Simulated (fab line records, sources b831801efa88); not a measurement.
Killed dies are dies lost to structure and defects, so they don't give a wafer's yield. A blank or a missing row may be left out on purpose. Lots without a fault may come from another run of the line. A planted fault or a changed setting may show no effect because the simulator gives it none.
Chamber matching | flow sky130 | SKY_LI_CONTACT_ETCH_14 on rie_diel-03: 4 sister chambers
The step etches BARC in N2/H2, stops on SiO2, time 45.9 s, target depth 60 nm. 8 wafers are shown with their chamber, then 10 later ones without.

WAFERS WITH THEIR CHAMBER
wafer  | chamber | drypump_motor_current_A (A) | throttle_valve_pct (%)
L082.6 | 1       | 5.5                         | 13.244
L085.3 | 2       | 5.4                         | 13.240
L085.5 | 3       | 5.9                         | 13.248
L087.2 | 3       | 5.9                         | 13.232
L087.3 | 2       | 5.4                         | 13.233
L087.4 | 0       | 5.8                         | 13.220
L088.2 | 1       | 5.5                         | 13.235
L088.5 | 0       | 5.9                         | 13.227

WAFERS WITHOUT THEIR CHAMBER
wafer  | drypump_motor_current_A (A) | throttle_valve_pct (%)
L088.6 | 5.5                         | 13.231
L089.1 | 5.9                         | 13.224
L089.4 | 5.9                         | 13.226
L089.6 | 5.8                         | 13.240
L093.1 | 5.8                         | 13.202
L093.3 | 5.5                         | 13.240
L093.6 | 5.9                         | 13.227
L096.4 | 5.4                         | 13.214
L096.5 | 5.4                         | 13.221
L096.6 | 5.9                         | 13.228

WHICH CHAMBER EACH WENT THROUGH
wafer  | from the rows above     | in truth
L088.6 | can't be placed: 1 or 2 | 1
L089.1 | can't be placed: 0 or 3 | 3
L089.4 | can't be placed: 0 or 3 | 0
L089.6 | can't be placed: 0 or 3 | 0
L093.1 | 0                       | 0
L093.3 | 1                       | 1
L093.6 | can't be placed: 0 or 3 | 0
L096.4 | can't be placed: 2 or 1 | 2
L096.5 | can't be placed: 2 or 1 | 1
L096.6 | can't be placed: 0 or 3 | 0
Placed correctly: 2 of 10. Can't be placed from these rows: 8 (the true chamber is among the candidates in 8). Placed wrongly: 0.
How it was worked out, from the rows above alone: a wafer's distance from a chamber is the root of the sum, over the readings, of the square of ((its reading less the chamber's mean) divided by the reading's scatter). The wafer belongs to the nearest chamber; if the next one is less than 2 further off, it can't be placed. A chamber's mean is the mean of its shown wafers. The scatter: the root of (the sum of the squares of (reading less its chamber's mean) over the shown wafers, divided by (wafers less chambers)).
